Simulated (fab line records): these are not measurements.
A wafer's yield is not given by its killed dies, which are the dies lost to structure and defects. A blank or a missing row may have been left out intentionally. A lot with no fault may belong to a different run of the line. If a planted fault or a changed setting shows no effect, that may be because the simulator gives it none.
A single fault, viewed from 2 desks | flow gf180mcu | numbers are kept per desk, each desk with only its own; the story behind them comes last

FROM THE METROLOGY DESK
What the gauges read, lot by lot, whatever tool the lot ran on: means of the sampled wafers that have a number. Any lot whose mean is over 4 standard deviations away from the usual mean is out of limits and marked OUT; that distance is given in the brackets.
Columns: A = HV_LDD_RS at GF_HV_LDD_RS_MEAS_53, usual 418.4 ohm/sq; B = SALICIDE_TIN_RS at GF_SALICIDE_RS_MEAS_04, usual 16.35 ohm/sq; C = SALICIDE_TIN_THK at GF_SALICIDE_THK_MEAS_05, usual 19.83 nm
lot  | first seen here | A     | B     | C
L980 | day 13 00:32    | 417.2 | 16.53 | 19.58
L981 | day 13 17:59    | 418.0 | 16.51 | 19.81
L984 | day 14 11:01    | 419.9 | 16.06 | 20.09
L986 | day 15 03:27    | 417.8 | 16.60 | 20.00
L987 | day 15 12:21    | 416.6 | 16.63 | 19.59
L988 | day 15 20:13    | 418.6 | 16.39 | 19.56
L989 | day 16 07:49    | 419.2 | 16.02 | 19.46
L990 | day 16 13:47    | 419.5 | 17.02 | 18.41 (-6.5) OUT
L993 | day 17 11:40    | 416.5 | 17.25 | 17.56 (-10) OUT
L999 | day 19 09:31    | 418.9 | 16.51 | 19.62
L100 | day 19 23:16    | 418.0 | 15.96 | 19.95
L102 | day 20 09:56    | 419.3 | 16.39 | 19.92
Finding of this desk: L990, L993 out of limits, first seen on L990 at day 20 08:47 (SALICIDE_TIN_THK at GF_SALICIDE_THK_MEAS_05). L980, L981, L984, L986, L987, L988, L989, L999, L100, L102 stayed within limits.

FOR THE TOOL OWNER'S DESK: pvd-sputter-03
At GF_SALICIDE_SPUTTER_03 (material TiN, target thk 20 nm, time 16.7 s) the tool's own readings: per lot run on this tool, the mean of the sampled wafers that have a number. Any lot whose mean is over 4 standard deviations away from the usual mean is out of limits and marked OUT; that distance is given in the brackets.
Columns: A = cathode-dc-power-W at GF_SALICIDE_SPUTTER_03, usual 6500.0 W; B = throttle-valve-pct at GF_SALICIDE_SPUTTER_03, usual 30.5 %
lot  | first seen here | A      | B
L984 | day 17 11:13    | 6499.8 | 31.4
L986 | day 18 04:44    | 6499.9 | 30.7
L987 | day 18 14:05    | 6500.9 | 31.9
L990 | day 19 16:58    | 6499.4 | 30.6
L993 | day 20 18:19    | 6500.1 | 31.1
This desk's verdict: no lot among the 5 shows anything out of limits.

PUT TOGETHER
The metrology desk could have raised an alarm at day 20 08:47, on L990, L993.
The desk of the tool owner found nothing out of limits.
On record at the tool owner's desk: L990, L993, within its limits.
Every lot named ran GF_SALICIDE_SPUTTER_03 on pvd-sputter-03.

WHAT THE SIMULATOR HAD INSERTED
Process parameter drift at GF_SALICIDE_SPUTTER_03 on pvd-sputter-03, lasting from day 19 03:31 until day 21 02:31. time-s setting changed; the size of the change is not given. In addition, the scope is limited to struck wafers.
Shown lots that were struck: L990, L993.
Hours from the fault's start to each desk's first reading out of limits: the metrology desk, 29.
